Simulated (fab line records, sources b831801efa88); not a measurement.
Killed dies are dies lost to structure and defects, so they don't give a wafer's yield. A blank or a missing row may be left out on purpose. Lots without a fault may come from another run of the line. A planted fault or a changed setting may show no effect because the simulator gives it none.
One fault seen from 2 desks | flow gf180mcu | each desk has only its own numbers; what lay behind them comes last

THE TOOL OWNER'S DESK: implanter-04
The tool's own readings at GF_VT_IMPLANT_IMPLANT_19: means of the sampled wafers that have a number, for each lot that ran on this tool. A lot is out of limits, marked OUT, if its mean lies more than 4 standard deviations from the usual mean; the brackets give that distance.
Columns: A = beam_energy_keV at GF_VT_IMPLANT_IMPLANT_19, usual 100.00; B = dose_ions_cm2 at GF_VT_IMPLANT_IMPLANT_19, usual 4.351e+12; C = end_station_pressure_torr at GF_VT_IMPLANT_IMPLANT_19, usual 5.03e-06 Torr; D = faraday_current_uA at GF_VT_IMPLANT_IMPLANT_19, usual 24.6; E = tilt_deg at GF_VT_IMPLANT_IMPLANT_19, usual 7.002 degrees
lot  | first seen here | A      | B                           | C        | D              | E
L747 | day 7 08:47     | 99.97  | 4.351e+12                   | 4.97e-06 | 24.3           | 7.002
L749 | day 7 14:09     | 100.00 | 4.347e+12                   | 5.29e-06 | 24.5           | 7.001
L757 | day 9 15:08     | 99.96  | 4.352e+12                   | 5.11e-06 | 24.4           | 6.995
L759 | day 10 03:39    | 100.05 | 7.040e+12 (+99 or more) OUT | 4.91e-06 | 39.2 (+30) OUT | 7.009
L760 | day 10 06:05    | 100.03 | 7.040e+12 (+99 or more) OUT | 5.09e-06 | 39.4 (+31) OUT | 7.008
This desk's finding: out of limits on L759, L760; first on L759, day 10 03:39 (dose_ions_cm2 at GF_VT_IMPLANT_IMPLANT_19). In limits: L747, L749, L757.

THE METROLOGY DESK
What the gauges read, lot by lot, whatever tool the lot ran on: means of the sampled wafers that have a number. A lot is out of limits, marked OUT, if its mean lies more than 4 standard deviations from the usual mean; the brackets give that distance.
Columns: A = VT_IMPLANT_2_TW at GF_VT_IMPLANT_TW_MEAS_21, usual 1216; B = DUAL_GATE_OVL at GF_DUAL_GATE_OVL_MEAS_11, usual -0.8 nm; C = M2_ALCU_RS at GF_M2_RS_MEAS_05, usual 0.0695 ohm/sq
lot  | first seen here | A              | B    | C
L746 | day 6 21:20     | 1205           | 0.3  | 0.0702
L747 | day 7 09:02     | 1215           | -1.1 | 0.0688
L749 | day 7 14:24     | 1209           | 0.3  | 0.0694
L753 | day 8 15:29     | 1229           | -2.7 | 0.0694
L755 | day 8 20:24     | 1208           | -2.0 | 0.0687
L757 | day 9 15:23     | 1208           | -1.5 | 0.0695
L758 | day 9 20:25     | 1209           | 0.8  | 0.0700
L759 | day 10 03:52    | 1415 (+18) OUT | -0.8 | 0.0692
L760 | day 10 06:20    | 1419 (+18) OUT | -2.2 | 0.0697
L763 | day 11 04:41    | 1227           | -1.4 | 0.0702
L765 | day 11 19:05    | 1228           | -2.1 | 0.0696
L767 | day 12 09:14    | 1208           | 0.0  | 0.0692
This desk's finding: out of limits on L759, L760; first on L759, day 10 03:52 (VT_IMPLANT_2_TW at GF_VT_IMPLANT_TW_MEAS_21). In limits: L746, L747, L749, L753, L755, L757, L758, L763, L765, L767.

PUT TOGETHER
The tool owner's desk could have raised an alarm at day 10 03:39, on L759, L760.
The metrology desk could have raised an alarm at day 10 03:52, on L759, L760.
Of the lots named, all ran GF_VT_IMPLANT_IMPLANT_19 on implanter-04.

WHAT THE SIMULATOR HAD PUT IN
Process parameter drift: implanter-04, from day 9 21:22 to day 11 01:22, at GF_VT_IMPLANT_IMPLANT_19. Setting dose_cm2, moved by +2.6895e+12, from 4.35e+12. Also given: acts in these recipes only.
Lots struck among those shown: L759, L760.
Hours from the fault's start to each desk's first reading out of limits: the tool owner's desk, 6; the metrology desk, 6.
